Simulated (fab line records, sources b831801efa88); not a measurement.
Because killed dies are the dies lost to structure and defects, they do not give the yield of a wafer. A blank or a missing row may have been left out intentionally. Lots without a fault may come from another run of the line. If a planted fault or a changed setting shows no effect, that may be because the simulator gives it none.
fab line records | flow sky130
record lots=6 | wafers=18 | last_day=50
route steps=708 shown METAL3@555 PAD_OPEN@708
lots that met no fault: from a run of the same line without faults
start_h: start of the lot's first displayed wafer, in hours after the record's first day | wait_h: hours since the lot's step before | " unchanged from the row above | L1.1+2: a row that stands for several wafers | - no value, or no start given | * or withheld: withheld | < > ~ a bound
route shown NAME@n: names a module that has steps shown in the file, with the first one's number in the route | usual: the fault-free wafers' mean and standard deviation | same: alike in all rows | chamber/n: place in a boat | sites: each site's reading | _std_site: how widely they spread, as a standard deviation | _edge_site: inner sites' mean taken away from outer sites' mean | radius_mm: how far each site lies from the wafer's centre | mask NAME#n: copy n | behind: the most recent tool/chamber to have shaped the wafer | hold: cause of the lot's hold/its duration in hours/its outcome | device: whichever transistor did not switch (one of n, p or np) | end of line: the tests these same wafers got at the end of their route | a step given without rows: its recipe and nothing more | killed: at the first sort, the dies lost to defects and structure; wafer yield is something else | map: a wafer's dies, marking killed ones x, the rest . and places with no die _
set.NAME: the setting that was run; set.NAME@STEP: the one run at that earlier step | model.NAME: the simulator's own value behind a step, which no gauge read
lots at selected steps of the route; one table per step, one row per wafer
services: when a tool's chamber went out of use (start_h, in hours from the record's first day, below 0 if earlier), for how many hours, and the reason
## steps
# step SKY_METAL3_DEHYDRATE_05
# recipe temp_c=200 | time_s=60
# step SKY_METAL3_HMDS_06
# recipe prime_time_s=60 | prime_temp_c=120
# step SKY_METAL3_COAT_07
# recipe resist=BARC | temp_c=withheld | time_s=withheld | spin_rpm=3000 | resist_thk_nm=60
# step SKY_METAL3_COAT_08
# recipe resist=KrF-thick | spin_rpm=3000 | resist_thk_nm=1140
# step SKY_METAL3_SOFTBAKE_09
# recipe temp_c=100 | time_s=90 | resist=KrF-thick
# step SKY_METAL3_EXPOSE_10
# recipe mask_id=MM3 | na=0.68 | source_shape=annular | sigma_inner=0.4 | sigma_outer=0.8 | target_cd_nm=300 | dose_mj=28
# step SKY_METAL3_PEB_11
# recipe peb_temp_c=withheld | peb_time_s=withheld | resist=KrF-thick
# step SKY_METAL3_DEVELOP_12
# recipe develop_time_s=60 | resist=KrF-thick | dev_temp_c=21
# step SKY_METAL3_CD_MEAS_13
# recipe target_cd_nm=300
# usual cd_nm=299.8/1.5
lot.wafer | tool      | chamber | start_h | wait_h | cd_nm
L983.1    | cd_sem-02 | -       | 896.36  | -      | 300.0
L983.5    | "         | -       | "       | "      | 300.3
L983.6    | "         | -       | "       | "      | 299.9
L992.2    | cd_sem-02 | -       | 986.83  | -      | 299.3
L992.4    | "         | -       | "       | "      | 299.2
L992.6    | "         | -       | "       | "      | 298.5
L993.2    | cd_sem-01 | -       | 990.83  | -      | 300.1
L993.3    | "         | -       | "       | "      | 300.2
L993.5    | "         | -       | "       | "      | 300.2
L101.2    | cd_sem-02 | -       | 1038.68 | -      | 296.5
L101.4    | "         | -       | "       | "      | 298.0
L101.5    | "         | -       | "       | "      | 299.5
L102.2    | cd_sem-01 | -       | 1052.18 | -      | 298.4
L102.3    | "         | -       | "       | "      | 296.0
L102.5    | "         | -       | "       | "      | 298.1
L103.1    | cd_sem-02 | -       | 1068.10 | -      | 301.5
L103.4    | "         | -       | "       | "      | 301.6
L103.5    | "         | -       | "       | "      | 302.2
# step SKY_METAL3_OVL_MEAS_14
# usual METAL3_OVL=2/4.3
lot.wafer | tool       | chamber | start_h | wait_h | METAL3_OVL[nm]
L983.1    | overlay-02 | -       | 896.48  | 0.1    | 3
L983.5    | "          | -       | "       | "      | 2
L983.6    | "          | -       | "       | "      | 3
L992.2    | overlay-01 | -       | 986.93  | 0.1    | 3
L992.4    | "          | -       | "       | "      | -1
L992.6    | "          | -       | "       | "      | 6
L993.2    | overlay-01 | -       | 990.93  | 0.1    | 4
L993.3    | "          | -       | "       | "      | -2
L993.5    | "          | -       | "       | "      | 1
L101.2    | overlay-02 | -       | 1038.78 | 0.1    | 4
L101.4    | "          | -       | "       | "      | 7
L101.5    | "          | -       | "       | "      | 1
L102.2    | overlay-02 | -       | 1052.29 | 0.1    | 4
L102.3    | "          | -       | "       | "      | -2
L102.5    | "          | -       | "       | "      | -2
L103.1    | overlay-01 | -       | 1068.22 | 0.1    | -4
L103.4    | "          | -       | "       | "      | -3
L103.5    | "          | -       | "       | "      | 4
# step SKY_METAL3_DESCUM_15
# recipe chemistry=O2 | source_power_w=150 | bias_power_w=0 | pressure_mtorr=10 | temp_c=40 | time_s=8
# usual drypump_motor_current_A=5.7/0.45 | oes_product_au=1.000/0.0068
lot.wafer | tool         | chamber | start_h | wait_h | drypump_motor_current_A | oes_product_au | rf_hours_counter_h
L983.1    | rie_metal-01 | 0       | 896.51  | 0.0    | 6.3                     | 0.999          | 4
L983.5    | "            | 1       | "       | "      | 5.2                     | 1.000          | -
L983.6    | "            | 0       | "       | "      | 6.3                     | 0.993          | -
L992.2    | rie_metal-01 | 1       | 986.96  | 0.0    | 5.2                     | 1.005          | 12
L992.4    | "            | 0       | "       | "      | 6.3                     | 1.002          | -
L992.6    | "            | 1       | "       | "      | 5.2                     | 1.008          | -
L993.2    | rie_metal-03 | 0       | 990.96  | 0.0    | 6.0                     | 1.002          | 10
L993.3    | "            | 1       | "       | "      | 5.2                     | 1.009          | -
L993.5    | "            | 0       | "       | "      | 6.0                     | 1.003          | -
L101.2    | rie_metal-04 | 0       | 1038.81 | 0.0    | 6.0                     | 1.008          | 21
L101.4    | "            | 0       | "       | "      | 6.0                     | 1.008          | -
L101.5    | "            | 0       | "       | "      | 6.0                     | 1.006          | -
L102.2    | rie_metal-04 | 1       | 1052.33 | 0.0    | 5.5                     | 1.005          | -
L102.3    | "            | 1       | "       | "      | 5.5                     | 1.004          | -
L102.5    | "            | 1       | "       | "      | 5.5                     | 1.007          | -
L103.1    | rie_metal-01 | 1       | 1068.26 | 0.0    | 5.2                     | 0.992          | 17
L103.4    | "            | 0       | "       | "      | 6.3                     | 1.002          | -
L103.5    | "            | 0       | "       | "      | 6.3                     | 0.994          | -
# step SKY_METAL3_ETCH_16
# recipe chemistry=N2/H2 | target=BARC | ion_energy_ev=200 | bias_w=100 | pressure_mtorr=30 | n2_flow_sccm=100 | h2_flow_sccm=200 | icp_w=500 | stop_on=SiO2 | time_s=88.2 | target_depth_a=600
# usual bias_w=99.94/0.28 | chamber_pressure_mTorr=30.001/0.027 | drypump_motor_current_A=5.7/0.45 | oes_product_au=0.625/0.0039 | throttle_valve_pct=13.206/0.0091
lot.wafer | tool         | chamber | start_h | wait_h | bias_w | chamber_pressure_mTorr | drypump_motor_current_A | oes_product_au | rf_hours_counter_h | throttle_valve_pct
L983.1    | rie_metal-01 | 0       | 896.54  | 0.0    | 99.94  | 30.038                 | 6.3                     | 0.628          | 4                  | 13.201
L983.5    | "            | 1       | "       | "      | 100.47 | 30.025                 | 5.2                     | 0.623          | -                  | 13.203
L983.6    | "            | 0       | "       | "      | 100.12 | 30.003                 | 6.4                     | 0.634          | -                  | 13.209
L992.2    | rie_metal-01 | 1       | 986.99  | 0.0    | 99.50  | 30.065                 | 5.2                     | 0.620          | 12                 | 13.203
L992.4    | "            | 0       | "       | "      | 100.57 | 29.956                 | 6.3                     | 0.627          | -                  | 13.204
L992.6    | "            | 1       | "       | "      | 99.47  | 30.001                 | 5.2                     | 0.629          | -                  | 13.208
L993.2    | rie_metal-03 | 0       | 990.99  | 0.0    | 100.31 | 30.040                 | 6.0                     | 0.616          | 10                 | 13.209
L993.3    | "            | 1       | "       | "      | 99.72  | 29.988                 | 5.2                     | 0.627          | -                  | 13.220
L993.5    | "            | 0       | "       | "      | 99.75  | 29.991                 | 6.0                     | 0.628          | -                  | 13.201
L101.2    | rie_metal-04 | 0       | 1038.84 | 0.0    | 99.83  | 29.989                 | 6.0                     | 0.623          | 21                 | 13.192
L101.4    | "            | 0       | "       | "      | 100.23 | 29.974                 | 6.0                     | 0.623          | -                  | 13.205
L101.5    | "            | 0       | "       | "      | 100.50 | 29.962                 | 6.0                     | 0.623          | -                  | 13.220
L102.2    | rie_metal-04 | 1       | 1052.42 | 0.1    | 100.34 | 29.989                 | 5.6                     | 0.626          | -                  | 13.209
L102.3    | "            | 1       | "       | "      | 99.67  | 29.995                 | 5.6                     | 0.621          | -                  | 13.199
L102.5    | "            | 1       | "       | "      | 99.63  | 29.963                 | 5.6                     | 0.627          | -                  | 13.205
L103.1    | rie_metal-01 | 1       | 1068.29 | 0.0    | 99.91  | 30.007                 | 5.2                     | 0.624          | 17                 | 13.203
L103.4    | "            | 0       | "       | "      | 99.69  | 30.000                 | 6.3                     | 0.625          | -                  | 13.207
L103.5    | "            | 0       | "       | "      | 99.62  | 30.003                 | 6.3                     | 0.621          | -                  | 13.208
# step SKY_METAL3_ETCH_17
# recipe target=SiO2 | stop_on=TiN | chemistry=C4F8/O2/Ar | source_w=1500 | bias_w=1200 | pressure_mtorr=40 | c4f8_flow_sccm=withheld | O2_flow_sccm=6 | Ar_flow_sccm=300 | time_s=3.9 | target_depth_a=150
# usual bias_w=1200/4 | chamber_pressure_mTorr=40.00/0.036 | oes_product_au=0.754/0.0078
lot.wafer | tool        | chamber | start_h | wait_h | bias_w | chamber_pressure_mTorr | oes_product_au
L983.1    | rie_diel-03 | 0       | 896.64  | 0.1    | 1194   | 39.98                  | 0.755
L983.5    | "           | 2       | "       | "      | 1200   | 39.95                  | 0.765
L983.6    | "           | 3       | "       | "      | 1193   | 40.04                  | 0.759
L992.2    | rie_diel-04 | 2       | 987.09  | 0.1    | -      | -                      | -
L992.4    | "           | 0       | "       | "      | -      | -                      | -
L992.6    | "           | 0       | "       | "      | -      | -                      | -
L993.2    | rie_diel-02 | 2       | 991.09  | 0.1    | -      | -                      | -
L993.3    | "           | 3       | "       | "      | -      | -                      | -
L993.5    | "           | 2       | "       | "      | -      | -                      | -
L101.2    | rie_diel-04 | 0       | 1038.94 | 0.1    | 1206   | 39.98                  | 0.747
L101.4    | "           | 2       | "       | "      | 1208   | 40.05                  | 0.749
L101.5    | "           | 1       | "       | "      | 1202   | 39.91                  | 0.749
L102.2    | rie_diel-02 | 3       | 1052.58 | 0.1    | 1203   | 40.04                  | 0.755
L102.3    | "           | 0       | "       | "      | 1203   | 40.03                  | 0.767
L102.5    | "           | 0       | "       | "      | 1203   | 39.99                  | 0.757
L103.1    | rie_diel-04 | 2       | 1068.39 | 0.1    | 1200   | 39.97                  | 0.750
L103.4    | "           | 1       | "       | "      | 1203   | 39.99                  | 0.761
L103.5    | "           | 0       | "       | "      | 1201   | 40.04                  | 0.753
# step SKY_METAL3_METAL_ETCH_18
# recipe target_depth_a=8450 | stop_on=SiO2 | over_etch_frac=0.3 | time_s=183.1 | chemistry=Cl2/BCl3 | resist_sidewall_deg=88 | pressure_mtorr=10 | icp_w=900 | bias_w=48.5 | Cl2_flow_sccm=60 | bcl3_flow_sccm=30
# usual bcl3_flow_sccm=30.00/0.091 | bias_w=48.51/0.15 | drypump_motor_current_A=5.7/0.43 | oes_product_au=0.866/0.0059 | throttle_valve_pct=22.263/0.0086
lot.wafer | tool         | chamber | start_h | wait_h | bcl3_flow_sccm | bias_w | drypump_motor_current_A | oes_product_au | rf_hours_counter_h | throttle_valve_pct
L983.1    | rie_metal-04 | 0       | 896.66  | 0.0    | 29.93          | 48.30  | 6.0                     | 0.868          | 13                 | 22.264
L983.5    | "            | 1       | "       | "      | 30.04          | 48.69  | 5.5                     | 0.864          | -                  | 22.242
L983.6    | "            | 0       | "       | "      | 29.91          | 48.39  | 6.1                     | 0.859          | -                  | 22.264
L992.2    | rie_metal-03 | 1       | 987.11  | 0.0    | 30.09          | 48.72  | 5.2                     | 0.861          | 6                  | 22.279
L992.4    | "            | 1       | "       | "      | 29.97          | 48.65  | 5.2                     | 0.876          | -                  | 22.268
L992.6    | "            | 1       | "       | "      | 29.96          | 48.76  | 5.2                     | 0.868          | -                  | 22.264
L993.2    | rie_metal-01 | 1       | 991.11  | 0.0    | 29.78          | 48.63  | 5.2                     | 0.877          | 12                 | 22.262
L993.3    | "            | 0       | "       | "      | 29.87          | 48.66  | 6.2                     | 0.868          | -                  | 22.252
L993.5    | "            | 1       | "       | "      | 29.99          | 48.23  | 5.2                     | 0.869          | -                  | 22.261
L101.2    | rie_metal-03 | 0       | 1038.96 | 0.0    | 29.95          | 48.72  | 6.0                     | 0.875          | 12                 | 22.266
L101.4    | "            | 1       | "       | "      | 30.16          | 48.41  | 5.2                     | 0.859          | -                  | 22.245
L101.5    | "            | 1       | "       | "      | 29.97          | 48.50  | 5.1                     | 0.869          | -                  | 22.259
L102.2    | rie_metal-01 | 0       | 1052.60 | 0.0    | 30.07          | 48.60  | 6.3                     | 0.865          | 13                 | 22.269
L102.3    | "            | 1       | "       | "      | 29.84          | 48.36  | 5.2                     | 0.869          | -                  | 22.261
L102.5    | "            | 0       | "       | "      | 30.01          | 48.49  | 6.4                     | 0.867          | -                  | 22.256
L103.1    | rie_metal-04 | 1       | 1068.41 | 0.0    | 30.00          | 48.37  | 5.5                     | 0.868          | 18                 | 22.280
L103.4    | "            | 1       | "       | "      | 30.08          | 48.50  | 5.5                     | 0.862          | -                  | 22.266
L103.5    | "            | 0       | "       | "      | 30.06          | 48.31  | 6.0                     | 0.868          | -                  | 22.260
# step SKY_PAD_OPEN_PROBE_99
# usual defect_limited_yield=82.5/1.8 | killed_at_M0_to_M3=43/6.6 | killed_at_M4_up=3.2/1.8 | killed_at_contacts=24/5 | killed_at_front_end=15/4.5 | killed_at_other=0.2/0.46 | killed_dies=86/8.8 | killed_on_rim=16/3.4 | killed_open=48/6.6 | killed_short=38/6.1 | sort_bin_3_pad_short=0.8/0.42 | sort_bin_5_function=10.4/1.4 | sort_bin_6_memory=6.3/1 | sort_n_pass=406/8.8 | sort_yield_pct=82.5/1.8
# same gross_dies=492 | killed_at_back_side=0 | sort_bin_4_leakage[%]=0 | sort_bin_8_speed[%]=0
lot.wafer | tool      | chamber | start_h | wait_h | defect_limited_yield[%] | killed_at_M0_to_M3 | killed_at_M4_up | killed_at_contacts | killed_at_front_end | killed_at_other | killed_dies | killed_on_rim | killed_open | killed_short | sort_bin_3_pad_short[%] | sort_bin_5_function[%] | sort_bin_6_memory[%] | sort_n_pass | sort_yield_pct[%]
L983.1    | prober-01 | -       | 1071.77 | 0.1    | 81.5                    | 44                 | 1               | 26                 | 19                  | 1               | 91          | 17            | 50          | 41           | 0.4                     | 11.0                   | 7.1                  | 401         | 81.5
L983.5    | prober-01 | -       | 1071.97 | 0.2    | 80.1                    | 49                 | 5               | 28                 | 16                  | 0               | 98          | 12            | 54          | 44           | 0.6                     | 12.0                   | 7.3                  | 394         | 80.1
L983.6    | prober-01 | -       | 1072.02 | 0.2    | 85.8                    | 33                 | 4               | 24                 | 9                   | 0               | 70          | 10            | 44          | 26           | 0.2                     | 9.3                    | 4.7                  | 422         | 85.8
L992.2    | prober-01 | -       | 1146.44 | 0.1    | 0                       | 455                | 5               | 25                 | 7                   | 0               | 492         | 96            | 47          | 34           | 1.2                     | 93.9                   | 4.9                  | 0           | 0
L992.4    | prober-01 | -       | 1146.54 | 0.2    | 0                       | 459                | 4               | 21                 | 8                   | 0               | 492         | 96            | 44          | 30           | 0.6                     | 94.3                   | 5.1                  | 0           | 0
L992.6    | prober-01 | -       | 1146.64 | 0.2    | 0                       | 444                | 5               | 25                 | 18                  | 0               | 492         | 96            | 50          | 40           | 0.2                     | 93.3                   | 6.5                  | 0           | 0
L993.2    | prober-02 | -       | 1148.85 | 0.1    | 0                       | 457                | 5               | 17                 | 13                  | 0               | 492         | 96            | 40          | 40           | 0.2                     | 93.7                   | 6.1                  | 0           | 0
L993.3    | prober-02 | -       | 1148.90 | 0.2    | 0                       | 446                | 1               | 32                 | 13                  | 0               | 492         | 96            | 58          | 36           | 0.2                     | 91.7                   | 8.1                  | 0           | 0
L993.5    | prober-02 | -       | 1149.00 | 0.2    | 0                       | 455                | 4               | 23                 | 10                  | 0               | 492         | 96            | 53          | 32           | 0.6                     | 93.3                   | 6.1                  | 0           | 0
L101.2    | prober-02 | -       | 1186.73 | 0.1    | 82.3                    | 44                 | 6               | 22                 | 15                  | 0               | 87          | 20            | 47          | 40           | 1.2                     | 10.2                   | 6.3                  | 405         | 82.3
L101.4    | prober-02 | -       | 1186.83 | 0.2    | 86.4                    | 25                 | 6               | 23                 | 13                  | 0               | 67          | 11            | 38          | 29           | 1.0                     | 7.7                    | 4.9                  | 425         | 86.4
L101.5    | prober-02 | -       | 1186.88 | 0.2    | 81.3                    | 53                 | 5               | 24                 | 10                  | 0               | 92          | 23            | 50          | 42           | 1.0                     | 10.4                   | 7.3                  | 400         | 81.3
L102.2    | prober-01 | -       | 1194.74 | 0.1    | 81.7                    | 48                 | 3               | 20                 | 19                  | 0               | 90          | 18            | 44          | 46           | 0.8                     | 9.8                    | 7.7                  | 402         | 81.7
L102.3    | prober-01 | -       | 1194.79 | 0.2    | 81.3                    | 43                 | 4               | 21                 | 24                  | 0               | 92          | 14            | 52          | 40           | 1.4                     | 11.0                   | 6.3                  | 400         | 81.3
L102.5    | prober-01 | -       | 1194.89 | 0.2    | 84.3                    | 43                 | 3               | 17                 | 14                  | 0               | 77          | 12            | 47          | 30           | 0.4                     | 8.9                    | 6.3                  | 415         | 84.3
L103.1    | prober-02 | -       | 1207.72 | 0.1    | 83.7                    | 41                 | 1               | 25                 | 12                  | 1               | 80          | 15            | 46          | 34           | 1.4                     | 8.9                    | 5.9                  | 412         | 83.7
L103.4    | prober-02 | -       | 1207.87 | 0.2    | 80.9                    | 51                 | 5               | 23                 | 14                  | 1               | 94          | 16            | 48          | 46           | 1.2                     | 10.6                   | 7.3                  | 398         | 80.9
L103.5    | prober-02 | -       | 1207.92 | 0.2    | 83.3                    | 46                 | 3               | 25                 | 8                   | 0               | 82          | 12            | 53          | 29           | 0.4                     | 10.6                   | 5.7                  | 410         | 83.3
# killed by level:class
L983.1 CONTACT:geometric_particle:open=11 VIA1:geometric_particle:open=10 METAL2:geometric_particle:short=8 FIELD_ISO:geometric_particle:open=7 VIA1:geometric_particle:short=6 LI_CONTACT:geometric_particle:short=5 LI_CONTACT:geometric_particle:open=5 VIA3:geometric_particle:open=5
L983.5 VIA1:geometric_particle:open=13 CONTACT:geometric_particle:open=10 METAL2:geometric_particle:short=10 CONTACT:geometric_particle:short=7 POLY_GATE:geometric_particle:open=6 VIA2:geometric_particle:open=6 FIELD_ISO:geometric_particle:open=5 LI_CONTACT:geometric_particle:open=5
L983.6 VIA1:geometric_particle:open=9 LI_CONTACT:geometric_particle:open=8 VIA3:geometric_particle:open=6 CONTACT:geometric_particle:open=5 CONTACT:geometric_particle:short=5 VIA2:geometric_particle:open=5 FIELD_ISO:geometric_particle:open=3 LI_CONTACT:geometric_particle:short=3
L992.2 METAL3:area_etch=411 VIA1:geometric_particle:open=10 VIA3:geometric_particle:open=10 CONTACT:geometric_particle:open=8 METAL1:geometric_particle:short=7 CONTACT:geometric_particle:short=5 LI_CONTACT:geometric_particle:open=5 LOCAL_INTERCONNECT:geometric_particle:short=5
L992.4 METAL3:area_etch=418 CONTACT:geometric_particle:open=12 VIA1:geometric_particle:open=9 VIA1:geometric_particle:short=7 VIA2:geometric_particle:open=6 FIELD_ISO:geometric_particle:short=4 VIA3:geometric_particle:open=4 LI_CONTACT:geometric_particle:open=3
L992.6 METAL3:area_etch=402 VIA1:geometric_particle:open=10 CONTACT:geometric_particle:open=8 LI_CONTACT:geometric_particle:open=7 FIELD_ISO:geometric_particle:open=7 LOCAL_INTERCONNECT:geometric_particle:short=6 VIA1:geometric_particle:short=5 METAL2:geometric_particle:short=5
L993.2 METAL3:area_etch=412 VIA1:geometric_particle:open=13 LI_CONTACT:geometric_particle:open=6 VIA1:geometric_particle:short=6 CONTACT:geometric_particle:short=5 METAL2:geometric_particle:short=5 VIA2:geometric_particle:open=5 FIELD_ISO:geometric_particle:short=4
L993.3 METAL3:area_etch=398 LI_CONTACT:geometric_particle:open=14 VIA1:geometric_particle:open=14 METAL2:geometric_particle:short=9 VIA3:geometric_particle:open=8 POLY_GATE:geometric_particle:open=7 CONTACT:geometric_particle:open=6 LI_CONTACT:geometric_particle:short=6
L993.5 METAL3:area_etch=407 VIA1:geometric_particle:open=11 LI_CONTACT:geometric_particle:open=10 METAL1:geometric_particle:short=9 VIA2:geometric_particle:open=9 CONTACT:geometric_particle:open=7 VIA3:geometric_particle:open=5 VIA1:geometric_particle:short=4
L101.2 FIELD_ISO:geometric_particle:open=9 VIA2:geometric_particle:open=9 CONTACT:geometric_particle:open=8 VIA1:geometric_particle:open=8 LI_CONTACT:geometric_particle:open=6 METAL2:geometric_particle:short=6 METAL4:geometric_particle:short=6 CONTACT:geometric_particle:short=5
L101.4 CONTACT:geometric_particle:open=8 LI_CONTACT:geometric_particle:open=6 VIA2:geometric_particle:open=5 FIELD_ISO:geometric_particle:open=4 POLY_GATE:geometric_particle:short=4 METAL4:geometric_particle:short=4 CONTACT:geometric_particle:short=4 METAL1:geometric_particle:open=4
L101.5 METAL1:geometric_particle:short=9 VIA1:geometric_particle:open=9 VIA3:geometric_particle:open=9 LI_CONTACT:geometric_particle:open=8 CONTACT:geometric_particle:open=8 VIA2:geometric_particle:open=7 VIA1:geometric_particle:short=6 LOCAL_INTERCONNECT:geometric_particle:short=5
L102.2 VIA1:geometric_particle:open=9 CONTACT:geometric_particle:open=8 VIA2:geometric_particle:open=7 METAL1:geometric_particle:short=6 VIA3:geometric_particle:open=6 FIELD_ISO:geometric_particle:short=5 CONTACT:geometric_particle:short=5 VIA1:geometric_particle:short=5
L102.3 CONTACT:geometric_particle:open=12 VIA1:geometric_particle:short=9 VIA1:geometric_particle:open=9 FIELD_ISO:geometric_particle:open=7 VIA2:geometric_particle:open=7 FIELD_ISO:geometric_particle:short=6 VIA3:geometric_particle:open=5 METAL1:geometric_particle:short=5
L102.5 VIA1:geometric_particle:open=15 CONTACT:geometric_particle:open=7 METAL1:geometric_particle:short=5 VIA2:geometric_particle:open=5 METAL2:geometric_particle:short=4 VIA3:geometric_particle:open=4 VIA3:geometric_particle:short=4 POLY_GATE:geometric_particle:short=3
L103.1 VIA1:geometric_particle:open=10 CONTACT:geometric_particle:open=9 LI_CONTACT:geometric_particle:open=6 LOCAL_INTERCONNECT:geometric_particle:short=5 METAL2:geometric_particle:short=5 VIA2:geometric_particle:open=5 FIELD_ISO:geometric_particle:open=4 VIA1:geometric_particle:short=4
L103.4 VIA1:geometric_particle:open=10 METAL1:geometric_particle:short=8 VIA2:geometric_particle:open=8 VIA3:geometric_particle:open=8 LI_CONTACT:geometric_particle:open=7 CONTACT:geometric_particle:open=5 VIA3:geometric_particle:short=5 LOCAL_INTERCONNECT:geometric_particle:short=4
L103.5 VIA1:geometric_particle:open=17 CONTACT:geometric_particle:open=8 LI_CONTACT:geometric_particle:open=7 VIA2:geometric_particle:open=6 VIA3:geometric_particle:open=6 VIA3:geometric_particle:short=4 FIELD_ISO:geometric_particle:open=3 LOCAL_INTERCONNECT:geometric_particle:short=3
# map L992.2 (x killed, . not)
__________xxxxxxxxxx_________
________xxxxxxxxxxxxxx_______
______xxxxxxxxxxxxxxxxxx_____
_____xxxxxxxxxxxxxxxxxxxx____
____xxxxxxxxxxxxxxxxxxxxxx___
___xxxxxxxxxxxxxxxxxxxxxxxx__
__xxxxxxxxxxxxxxxxxxxxxxxxxx_
_xxxxxxxxxxxxxxxxxxxxxxxxxxxx
_xxxxxxxxxxxxxxxxxxxxxxxxxxxx
_xxxxxxxxxxxxxxxxxxxxxxxxxxxx
_xxxxxxxxxxxxxxxxxxxxxxxxxxxx
_xxxxxxxxxxxxxxxxxxxxxxxxxxxx
_xxxxxxxxxxxxxxxxxxxxxxxxxxxx
_xxxxxxxxxxxxxxxxxxxxxxxxxxxx
_xxxxxxxxxxxxxxxxxxxxxxxxxxxx
__xxxxxxxxxxxxxxxxxxxxxxxxxx_
___xxxxxxxxxxxxxxxxxxxxxxxx__
____xxxxxxxxxxxxxxxxxxxxxx___
_____xxxxxxxxxxxxxxxxxxxx____
______xxxxxxxxxxxxxxxxxx_____
________xxxxxxxxxxxxxx_______
__________xxxxxxxxxx_________
# map L993.2 (x killed, . not)
__________xxxxxxxxxx_________
________xxxxxxxxxxxxxx_______
______xxxxxxxxxxxxxxxxxx_____
_____xxxxxxxxxxxxxxxxxxxx____
____xxxxxxxxxxxxxxxxxxxxxx___
___xxxxxxxxxxxxxxxxxxxxxxxx__
__xxxxxxxxxxxxxxxxxxxxxxxxxx_
_xxxxxxxxxxxxxxxxxxxxxxxxxxxx
_xxxxxxxxxxxxxxxxxxxxxxxxxxxx
_xxxxxxxxxxxxxxxxxxxxxxxxxxxx
_xxxxxxxxxxxxxxxxxxxxxxxxxxxx
_xxxxxxxxxxxxxxxxxxxxxxxxxxxx
_xxxxxxxxxxxxxxxxxxxxxxxxxxxx
_xxxxxxxxxxxxxxxxxxxxxxxxxxxx
_xxxxxxxxxxxxxxxxxxxxxxxxxxxx
__xxxxxxxxxxxxxxxxxxxxxxxxxx_
___xxxxxxxxxxxxxxxxxxxxxxxx__
____xxxxxxxxxxxxxxxxxxxxxx___
_____xxxxxxxxxxxxxxxxxxxx____
______xxxxxxxxxxxxxxxxxx_____
________xxxxxxxxxxxxxx_______
__________xxxxxxxxxx_________
## services
tool         | chamber | start_h | hours | kind
rie_metal-03 | -       | 893.75  | 14.6  | pm
rie_diel-03  | 2       | 924.30  | 5.2   | repair
rie_diel-04  | -       | 924.58  | 14.6  | pm
rie_diel-04  | 1       | 942.26  | 2.4   | repair
rie_diel-02  | 2       | 950.12  | -     | clean
rie_diel-02  | 2       | 950.12  | -     | consumable_replace:showerhead
rie_diel-02  | 2       | 950.12  | 18.0  | scheduled_down
rie_diel-02  | 2       | 950.12  | 18.0  | vent_cycle
rie_diel-03  | 3       | 952.93  | 8.1   | repair
rie_metal-03 | -       | 957.29  | 10.0  | pm
rie_diel-04  | 2       | 960.06  | 7.6   | repair
rie_metal-04 | -       | 989.88  | 2.2   | repair
rie_diel-02  | -       | 1016.33 | 2.8   | pm
rie_diel-03  | -       | 1038.96 | 1.5   | repair
rie_metal-03 | -       | 1042.06 | 2.8   | pm
rie_metal-04 | 0       | 1048.29 | 6.2   | repair
rie_diel-03  | 3       | 1056.97 | 8.2   | repair
## key
first_sign step=SKY_METAL3_ETCH_17 | reading=tool_record | direction=missing
effect step=SKY_PAD_OPEN_PROBE_99 | reading=killed_at_M0_to_M3 | direction=up | sigmas=62 | usual=43 | struck=453
more_kills_born_at SKY_METAL3_ETCH_17@rie_diel-04=1229 | SKY_METAL3_ETCH_17@rie_diel-02=1215
met_at SKY_METAL3_ETCH_17
struck_wafers L992.2,L992.4,L992.6,L993.2,L993.3,L993.5
later_rows_left_out L992.2,L992.4,L992.6,L993.2,L993.3,L993.5
fault kind=skipped_step_whole | tool=rie_diel-02,rie_diel-04 | chamber=- | onset_h=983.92 | steps=SKY_METAL3_ETCH_17 | scope=struck_lots_only
# later_rows_left_out: the simulator's readings of these wafers behind a module that went badly wrong aren't trusted and aren't shown, but for the sort
